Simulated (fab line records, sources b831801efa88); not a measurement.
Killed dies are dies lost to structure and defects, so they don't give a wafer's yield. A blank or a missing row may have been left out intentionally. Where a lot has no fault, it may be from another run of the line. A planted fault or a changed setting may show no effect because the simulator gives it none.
fab line records    flow sky130
record lots=6  wafers=18  last-day=50
route steps=708 shown VT_ADJUST_PCH@151 SONOS_TUNNEL@154 PAD_OPEN@708
lots with no fault: from the same line, run without faults
start-h: start of the lot's first displayed wafer, in hours after the record's first day    wait-h: hours since the lot's step before    " identical to the entry in the row above    L1.1+2: a single row standing in for several wafers    - no value, or no start was given    * or withheld: withheld    < > ~ a bound
route shown NAME@n: a module of which the file shows steps, and the number in the route of the first    usual: the fault-free wafers' mean and standard deviation    same: alike in all rows    chamber/n: place in a boat    sites: each site's reading    _std_site: standard deviation across them    _edge_site: outer sites' mean less inner sites'    radius-mm: for every site, how far away it sits from the centre of the wafer    mask NAME#n: copy n    behind: the most recent tool/chamber to have shaped the wafer    hold: the reason the lot was held/the length of the hold in hours/how it ended    device: the n, p or np transistor that did not switch    end of line: tests run on the same wafers once the route is complete    step lacking rows: just its recipe    killed: count of dies lost to structure and defects at first sort (not the wafer's yield)    map: per-die view of a wafer (x killed, . not killed, _ where there is no die)
set.NAME: the setting as run; set.NAME@STEP: as run at that earlier step    model.NAME: the simulator's own value behind a step, which no gauge read
lots at selected steps of the route; one table per step, one row per wafer
services: from which hour (start-h, from the record's first day; less than 0 if before it) a tool's chamber was out of use, for how many hours, and why
## steps
# step SKY_VT_ADJUST_PCH_IMPLANT_08
# recipe species=B  energy-kev=10  dose-cm2=5e+11  tilt-deg=withheld
# step SKY_VT_ADJUST_PCH_STRIP_09
# recipe chemistry=O2/N2  power-w=1400  pressure-mtorr=1500  platen-temp-c=withheld  o2-flow-sccm=3000  n2-flow-sccm=300  overash-fraction=0.5
# usual chamber-pressure-mTorr=1500.1/1.4  drypump-motor-current-A=5.71/0.28  oes-product-au=0.722/0.0042  strip-time-to-endpoint-s=36.97/0.094
lot.wafer  tool             chamber  start-h  wait-h  chamber-pressure-mTorr  drypump-motor-current-A  oes-product-au  rf-hours-counter-h  strip-time-to-endpoint-s
L408.1     plasma-asher-03  1        271.14   0.1     1501.3                  5.48                     0.718           58                  37.08
L408.2     "                0        "        "       1499.5                  5.74                     0.715           58                  37.11
L408.6     "                1        "        "       1501.2                  5.48                     0.718           -                   37.17
L411.1     plasma-asher-01  1        294.17   0.1     1499.6                  5.55                     0.721           47                  37.01
L411.3     "                0        "        "       1498.2                  5.30                     0.721           -                   37.05
L411.5     "                1        "        "       1501.7                  5.53                     0.721           -                   37.00
L412.2     plasma-asher-04  1        297.29   0.1     1499.2                  6.18                     0.725           17                  37.01
L412.3     "                0        "        "       1500.9                  5.81                     0.721           -                   37.01
L412.5     "                1        "        "       1501.6                  6.19                     0.722           -                   36.92
L413.4     plasma-asher-03  0        311.84   0.1     1500.4                  5.73                     0.722           -                   36.75
L413.5     "                0        "        "       1501.7                  5.71                     0.723           -                   36.83
L413.6     "                1        "        "       1499.6                  5.49                     0.718           -                   36.77
L421.1     plasma-asher-04  0        375.12   0.1     1499.8                  5.80                     0.724           24                  36.89
L421.3     "                0        "        "       1499.8                  5.76                     0.717           -                   37.03
L421.5     "                0        "        "       1501.6                  5.80                     0.725           -                   37.10
L422.2     plasma-asher-03  1        380.44   0.1     1502.3                  5.50                     0.726           69                  36.90
L422.4     "                1        "        "       1498.9                  5.48                     0.717           -                   36.83
L422.6     "                1        "        "       1501.8                  5.51                     0.722           -                   36.91
# step SKY_VT_ADJUST_PCH_TW_MEAS_10
# usual VT_ADJUST_PCH_TW=142.9/0.73
lot.wafer  tool           chamber  start-h  wait-h  VT_ADJUST_PCH_TW
L408.1     film-metro-04  -        271.24   0.1     143.3
L408.2     "              -        "        "       143.1
L408.6     "              -        "        "       143.3
L411.1     film-metro-01  -        294.27   0.1     142.9
L411.3     "              -        "        "       143.0
L411.5     "              -        "        "       143.7
L412.2     film-metro-01  -        297.40   0.1     143.0
L412.3     "              -        "        "       143.4
L412.5     "              -        "        "       143.3
L413.4     film-metro-02  -        311.96   0.1     142.8
L413.5     "              -        "        "       143.4
L413.6     "              -        "        "       142.6
L421.1     film-metro-04  -        375.22   0.1     142.0
L421.3     "              -        "        "       143.6
L421.5     "              -        "        "       142.7
L422.2     film-metro-02  -        380.55   0.1     141.3
L422.4     "              -        "        "       140.9
L422.6     "              -        "        "       140.9
# step SKY_SONOS_TUNNEL_DEHYDRATE_00
# recipe temp-c=200  time-s=60
# step SKY_SONOS_TUNNEL_HMDS_01
# recipe prime-time-s=60  prime-temp-c=120
# step SKY_SONOS_TUNNEL_COAT_02
# recipe resist=NOVOLAK  spin-rpm=3000  resist-thk-nm=1140
# step SKY_SONOS_TUNNEL_SOFTBAKE_03
# recipe temp-c=90  time-s=60  resist=NOVOLAK
# step SKY_SONOS_TUNNEL_EXPOSE_04
# recipe mask-id=TUNM  na=0.6  source-shape=conventional  sigma-outer=0.6  polarization=unpolarized  target-cd-nm=410  dose-mj=136
# step SKY_SONOS_TUNNEL_PEB_05
# recipe temp-c=withheld  time-s=*  resist=NOVOLAK
# step SKY_SONOS_TUNNEL_DEVELOP_06
# recipe resist=NOVOLAK  developer=TMAH  develop-time-s=60  dev-temp-c=23
# step SKY_SONOS_TUNNEL_CD_MEAS_07
# recipe target-cd-nm=410
# usual cd-nm=410.0/2.3
lot.wafer  tool       chamber  start-h  wait-h  cd-nm
L408.1     cd-sem-01  -        295.32   0.1     407.9
L408.2     "          -        "        "       407.8
L408.6     "          -        "        "       407.1
L411.1     cd-sem-01  -        318.72   0.1     407.9
L411.3     "          -        "        "       406.5
L411.5     "          -        "        "       406.5
L412.2     cd-sem-02  -        321.56   0.1     411.7
L412.3     "          -        "        "       411.6
L412.5     "          -        "        "       411.7
L413.4     cd-sem-01  -        337.50   0.1     405.8
L413.5     "          -        "        "       406.0
L413.6     "          -        "        "       406.7
L421.1     cd-sem-01  -        404.29   0.1     408.2
L421.3     "          -        "        "       407.7
L421.5     "          -        "        "       407.4
L422.2     cd-sem-02  -        408.14   0.1     409.0
L422.4     "          -        "        "       407.8
L422.6     "          -        "        "       407.3
# step SKY_SONOS_TUNNEL_OVL_MEAS_08
# usual SONOS_TUNNEL_OVL=0.0/1.3
lot.wafer  tool        chamber  start-h  wait-h  SONOS_TUNNEL_OVL[nm]
L408.1     overlay-01  -        295.44   0.1     -0.1
L408.2     "           -        "        "       -0.7
L408.6     "           -        "        "       0.4
L411.1     overlay-01  -        318.84   0.1     -0.5
L411.3     "           -        "        "       1.6
L411.5     "           -        "        "       1.1
L412.2     overlay-01  -        321.66   0.1     -1.4
L412.3     "           -        "        "       -1.9
L412.5     "           -        "        "       -0.2
L413.4     overlay-01  -        337.58   0.1     -1.0
L413.5     "           -        "        "       -3.0
L413.6     "           -        "        "       0.5
L421.1     overlay-02  -        404.41   0.1     1.1
L421.3     "           -        "        "       1.3
L421.5     "           -        "        "       2.0
L422.2     overlay-02  -        408.25   0.1     0.4
L422.4     "           -        "        "       -2.3
L422.6     "           -        "        "       -1.3
# step SKY_SONOS_TUNNEL_IMPLANT_09
# recipe species=B  energy-kev=20  dose-cm2=1e+12  tilt-deg=withheld
# usual beam-on-s=10.02/0.21
lot.wafer  tool          chamber  start-h  wait-h  beam-on-s
L408.1     implanter-03  0        295.48   0.0     10.33
L408.2     "             0        "        "       10.06
L408.6     "             0        "        "       9.78
L411.1     implanter-03  0        318.88   0.0     10.04
L411.3     "             0        "        "       10.16
L411.5     "             0        "        "       9.89
L412.2     implanter-03  0        321.72   0.0     9.98
L412.3     "             0        "        "       10.29
L412.5     "             0        "        "       9.92
L413.4     implanter-01  0        337.67   0.1     10.18
L413.5     "             0        "        "       10.41
L413.6     "             0        "        "       9.82
L421.1     implanter-02  0        404.44   0.0     10.10
L421.3     "             0        "        "       9.96
L421.5     "             0        "        "       10.33
L422.2     implanter-02  0        408.30   0.0     10.08
L422.4     "             0        "        "       9.85
L422.6     "             0        "        "       10.09
# step SKY_SONOS_TUNNEL_WET_ETCH_10
# recipe chemistry=dHF  target-depth-nm=14  target=SiO2  dilution=100:1  temp-c=25  time-s=280
# step SKY_SONOS_TUNNEL_STRIP_11
# recipe chemistry=SPM  time-s=600  temp-c=130
# step SKY_SONOS_TUNNEL_TW_MEAS_12
# usual SONOS_TUNNEL_TW=196.8/1.8
lot.wafer  tool           chamber  start-h  wait-h  SONOS_TUNNEL_TW
L408.1     film-metro-02  -        295.89   0.0     196.7
L408.2     "              -        "        "       198.0
L408.6     "              -        "        "       198.2
L411.1     film-metro-02  -        319.29   0.0     178.3
L411.3     "              -        "        "       177.9
L411.5     "              -        "        "       179.9
L412.2     film-metro-04  -        322.29   0.0     181.4
L412.3     "              -        "        "       181.7
L412.5     "              -        "        "       180.9
L413.4     film-metro-04  -        338.03   0.0     199.3
L413.5     "              -        "        "       198.7
L413.6     "              -        "        "       199.8
L421.1     film-metro-02  -        404.96   0.0     196.8
L421.3     "              -        "        "       196.6
L421.5     "              -        "        "       197.1
L422.2     film-metro-03  -        408.72   0.0     193.6
L422.4     "              -        "        "       195.3
L422.6     "              -        "        "       192.1
# step SKY_SONOS_TUNNEL_CLEAN_13
# recipe chemistry=dHF  time-s=20  dilution=100:1  dry=ipa-marangoni
# step SKY_PAD_OPEN_PROBE_99
# usual killed_at_M0_to_M3=45/6.9  killed_at_M4_up=3.0/1.7  killed-at-contacts=25/5.6  killed-at-front-end=15/4.2  killed-at-other=0.3/0.55  killed-dies=89/9.6  killed-open=49/7.2  killed-short=39/6.5
# same gross-dies=492  killed-at-back-side=0
lot.wafer  tool       chamber  start-h  wait-h  killed_at_M0_to_M3  killed_at_M4_up  killed-at-contacts  killed-at-front-end  killed-at-other  killed-dies  killed-open  killed-short  model.etest.tip-sonos.rs-ohm-sq  model.etest.tip-sonos.rs-ohm-sq-range  model.etest.tip-sonos.rs-ohm-sq-rim-less-centre  model.etest.sonos-uncharged.r-on-ohm-um  model.etest.sonos-programmed.off-log10-a-um  model.etest.sonos-uncharged.vt-v  model.etest.sonos-baked.vt-v
L408.1     prober-01  -        1128.59  0.1     53                  3                22                  13                   1                92           51           41            2597                             13.22                                  -3.746                                           821.2                                    -14.08                                       -0.4427                           0.9073
L408.2     prober-01  -        1128.64  0.1     48                  5                20                  14                   0                87           47           40            2689                             24.4                                   -3.341                                           835.2                                    -14.01                                       -0.4295                           0.9664
L408.6     prober-01  -        1128.84  0.2     37                  3                21                  12                   2                75           35           38            2640                             30.24                                  1.37                                             816.2                                    -13.87                                       -0.4327                           0.8724
L411.1     prober-02  -        1131.65  0.1     46                  2                34                  14                   0                96           63           33            2570                             95.96                                  59.09                                            780.7                                    -13.34                                       -0.5755                           0.7794
L411.3     prober-02  -        1131.75  0.2     44                  4                38                  14                   1                101          54           47            2524                             77.51                                  17.44                                            789.7                                    -13.14                                       -0.5356                           0.8617
L411.5     prober-02  -        1131.85  0.2     34                  1                23                  21                   1                80           48           32            2565                             91.59                                  10.05                                            790                                      -13.43                                       -0.5587                           0.8237
L412.2     prober-01  -        1138.11  0.1     58                  3                28                  18                   0                107          52           55            2597                             92.79                                  36.58                                            764.3                                    -13.48                                       -0.5748                           0.7938
L412.3     prober-01  -        1138.16  0.2     42                  2                24                  13                   0                81           46           34            2636                             85.24                                  31.46                                            791.1                                    -13.36                                       -0.5339                           0.773
L412.5     prober-01  -        1138.26  0.2     56                  1                31                  15                   0                103          56           45            2624                             87.97                                  11.38                                            771.8                                    -12.77                                       -0.5795                           0.7569
L413.4     prober-02  -        1143.29  0.2     55                  4                23                  24                   0                106          53           53            2622                             30.47                                  -9.655                                           814.4                                    -13.98                                       -0.402                            0.9471
L413.5     prober-02  -        1143.34  0.2     50                  2                20                  20                   0                92           47           45            2690                             46.91                                  23.71                                            813.8                                    -13.9                                        -0.4364                           1.042
L413.6     prober-02  -        1143.39  0.2     47                  3                26                  23                   1                100          51           49            2648                             31.54                                  11.7                                             822.7                                    -14.14                                       -0.4215                           0.9449
L421.1     prober-02  -        1183.02  0.1     58                  5                30                  13                   1                107          52           55            2656                             31.78                                  1.602                                            830.8                                    -13.9                                        -0.4174                           1.012
L421.3     prober-02  -        1183.12  0.2     39                  1                29                  14                   0                83           47           35            2696                             47.13                                  5.577                                            819.2                                    -14.07                                       -0.4451                           0.9575
L421.5     prober-02  -        1183.22  0.2     47                  4                29                  19                   0                99           51           46            2690                             27.85                                  15.21                                            815                                      -14.04                                       -0.4352                           0.9376
L422.2     prober-01  -        1190.32  0.1     28                  2                34                  13                   0                77           41           36            2688                             45.7                                   10.89                                            818.2                                    -13.95                                       -0.4318                           0.8801
L422.4     prober-01  -        1190.42  0.2     48                  4                21                  18                   0                91           45           46            2668                             27.76                                  -0.865                                           828.2                                    -14.01                                       -0.3914                           0.9471
L422.6     prober-01  -        1190.52  0.2     46                  4                29                  12                   1                92           47           45            2656                             47.08                                  13.49                                            815.9                                    -13.96                                       -0.4593                           0.8932
# killed by level:class
L408.1 VIA1:geometric-particle:open=15 LI_CONTACT:geometric-particle:open=9 METAL2:geometric-particle:short=8 VIA3:geometric-particle:open=7 FIELD_ISO:geometric-particle:open=5 POLY_GATE:geometric-particle:short=5 VIA2:geometric-particle:open=5 VIA3:geometric-particle:short=5
L408.2 VIA1:geometric-particle:open=11 LOCAL_INTERCONNECT:geometric-particle:short=7 CONTACT:geometric-particle:open=7 VIA3:geometric-particle:open=7 METAL1:geometric-particle:short=6 VIA1:geometric-particle:short=5 METAL2:geometric-particle:short=5 VIA2:geometric-particle:open=5
L408.6 VIA1:geometric-particle:open=8 VIA1:geometric-particle:short=6 LI_CONTACT:geometric-particle:open=6 FIELD_ISO:geometric-particle:open=5 LI_CONTACT:geometric-particle:short=5 CONTACT:geometric-particle:open=5 METAL2:geometric-particle:short=5 FIELD_ISO:geometric-particle:short=3
L411.1 CONTACT:geometric-particle:open=10 VIA1:geometric-particle:open=10 VIA2:geometric-particle:open=9 LI_CONTACT:geometric-particle:open=9 VIA3:geometric-particle:open=9 LOCAL_INTERCONNECT:geometric-particle:short=6 VIA1:geometric-particle:short=5 LI_CONTACT:geometric-particle:short=5
L411.3 CONTACT:geometric-particle:open=12 LI_CONTACT:geometric-particle:open=10 LOCAL_INTERCONNECT:geometric-particle:short=10 VIA1:geometric-particle:open=8 VIA2:geometric-particle:open=7 VIA3:geometric-particle:open=7 VIA1:geometric-particle:short=6 POLY_GATE:geometric-particle:short=5
L411.5 VIA1:geometric-particle:open=14 CONTACT:geometric-particle:short=7 LI_CONTACT:geometric-particle:open=7 FIELD_ISO:geometric-particle:open=6 CONTACT:geometric-particle:open=6 FIELD_ISO:geometric-particle:short=5 METAL2:geometric-particle:short=5 POLY_GATE:geometric-particle:open=4
L412.2 VIA1:geometric-particle:open=11 CONTACT:geometric-particle:open=10 METAL2:geometric-particle:short=10 VIA3:geometric-particle:open=9 METAL1:geometric-particle:short=8 CONTACT:geometric-particle:short=7 FIELD_ISO:geometric-particle:short=6 LI_CONTACT:geometric-particle:open=6
L412.3 LI_CONTACT:geometric-particle:open=9 VIA3:geometric-particle:open=9 CONTACT:geometric-particle:open=8 METAL2:geometric-particle:short=6 VIA1:geometric-particle:short=6 VIA1:geometric-particle:open=6 FIELD_ISO:geometric-particle:short=5 METAL1:geometric-particle:short=5
L412.5 VIA3:geometric-particle:open=12 CONTACT:geometric-particle:open=11 VIA1:geometric-particle:open=10 METAL2:geometric-particle:short=9 FIELD_ISO:geometric-particle:open=6 VIA2:geometric-particle:open=6 LI_CONTACT:geometric-particle:open=5 LI_CONTACT:geometric-particle:short=5
L413.4 VIA1:geometric-particle:open=10 VIA1:geometric-particle:short=9 POLY_GATE:geometric-particle:short=8 CONTACT:geometric-particle:open=8 VIA2:geometric-particle:open=8 LI_CONTACT:geometric-particle:open=6 POLY_GATE:geometric-particle:open=5 METAL1:geometric-particle:short=5
L413.5 VIA2:geometric-particle:open=10 VIA1:geometric-particle:open=9 CONTACT:geometric-particle:open=8 METAL1:geometric-particle:short=7 METAL3:geometric-particle:short=6 POLY_GATE:geometric-particle:short=5 CONTACT:geometric-particle:short=5 VIA1:geometric-particle:short=5
L413.6 FIELD_ISO:geometric-particle:short=12 VIA1:geometric-particle:open=12 CONTACT:geometric-particle:open=10 FIELD_ISO:geometric-particle:open=7 VIA3:geometric-particle:open=6 CONTACT:geometric-particle:short=6 VIA2:geometric-particle:open=5 METAL2:geometric-particle:short=4
L421.1 VIA1:geometric-particle:open=17 LI_CONTACT:geometric-particle:open=9 CONTACT:geometric-particle:short=9 VIA3:geometric-particle:open=8 VIA1:geometric-particle:short=7 METAL1:geometric-particle:short=6 CONTACT:geometric-particle:open=5 VIA2:geometric-particle:short=5
L421.3 CONTACT:geometric-particle:open=16 VIA1:geometric-particle:open=9 VIA1:geometric-particle:short=7 VIA3:geometric-particle:open=7 VIA2:geometric-particle:open=6 FIELD_ISO:geometric-particle:short=5 METAL1:geometric-particle:short=4 LI_CONTACT:geometric-particle:open=4
L421.5 VIA1:geometric-particle:open=13 CONTACT:geometric-particle:open=8 FIELD_ISO:geometric-particle:short=8 LI_CONTACT:geometric-particle:open=7 VIA2:geometric-particle:open=7 CONTACT:geometric-particle:short=6 VIA1:geometric-particle:short=6 LI_CONTACT:geometric-particle:short=5
L422.2 LI_CONTACT:geometric-particle:open=9 VIA1:geometric-particle:open=7 CONTACT:geometric-particle:open=6 CONTACT:geometric-particle:short=6 LI_CONTACT:geometric-particle:short=5 LOCAL_INTERCONNECT:geometric-particle:short=5 METAL2:geometric-particle:short=5 VIA2:geometric-particle:open=5
L422.4 VIA1:geometric-particle:open=11 CONTACT:geometric-particle:open=7 LI_CONTACT:geometric-particle:open=6 METAL2:geometric-particle:short=6 VIA1:geometric-particle:short=5 METAL1:geometric-particle:short=5 VIA3:geometric-particle:open=5 VIA2:geometric-particle:open=5
L422.6 VIA1:geometric-particle:open=11 CONTACT:geometric-particle:open=11 LOCAL_INTERCONNECT:geometric-particle:short=7 VIA3:geometric-particle:open=7 VIA1:geometric-particle:short=6 LI_CONTACT:geometric-particle:open=6 METAL2:geometric-particle:short=6 VIA2:geometric-particle:open=5
## services
tool             chamber  start-h  hours  kind
plasma-asher-04  -        260.32   7.4    repair
plasma-asher-01  -        264.31   7.3    repair
implanter-03     -        281.86   1.6    repair
plasma-asher-01  -        282.63   1.5    repair
plasma-asher-04  -        287.19   1.5    repair
plasma-asher-01  -        341.27   2.0    repair
implanter-02     -        366.83   1.6    repair
implanter-01     -        368.88   3.2    pm
implanter-01     -        395.23   2.4    repair
## key
first-sign step=SKY_SONOS_TUNNEL_TW_MEAS_12  reading=SONOS_TUNNEL_TW  direction=down  sigmas=9.3  usual=196.8  struck=180.0
effect none on later readings
model-effect step=SKY_PAD_OPEN_PROBE_99  value=etest.tip-sonos.rs-ohm-sq  without=2651  struck=2586
met-at SKY_SONOS_TUNNEL_IMPLANT_09
struck-wafers L411.1,L411.3,L411.5,L412.2,L412.3,L412.5
tester-left-out L411,L412
onset-between 295.48 318.88
fault kind=process-parameter-drift  tool=implanter-03  chamber=-  onset-h=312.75  steps=SKY_SONOS_TUNNEL_IMPLANT_09  channel=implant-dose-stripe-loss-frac  offset=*  shape=step  end-h=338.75
# tester-left-out: of these lots the tester's yield and bins aren't shown, on N5 and GAA mostly nor the transistor test; their killed dies are dies lost to structure and defects alone, not to doping, threshold or leakage, so they don't give the yield
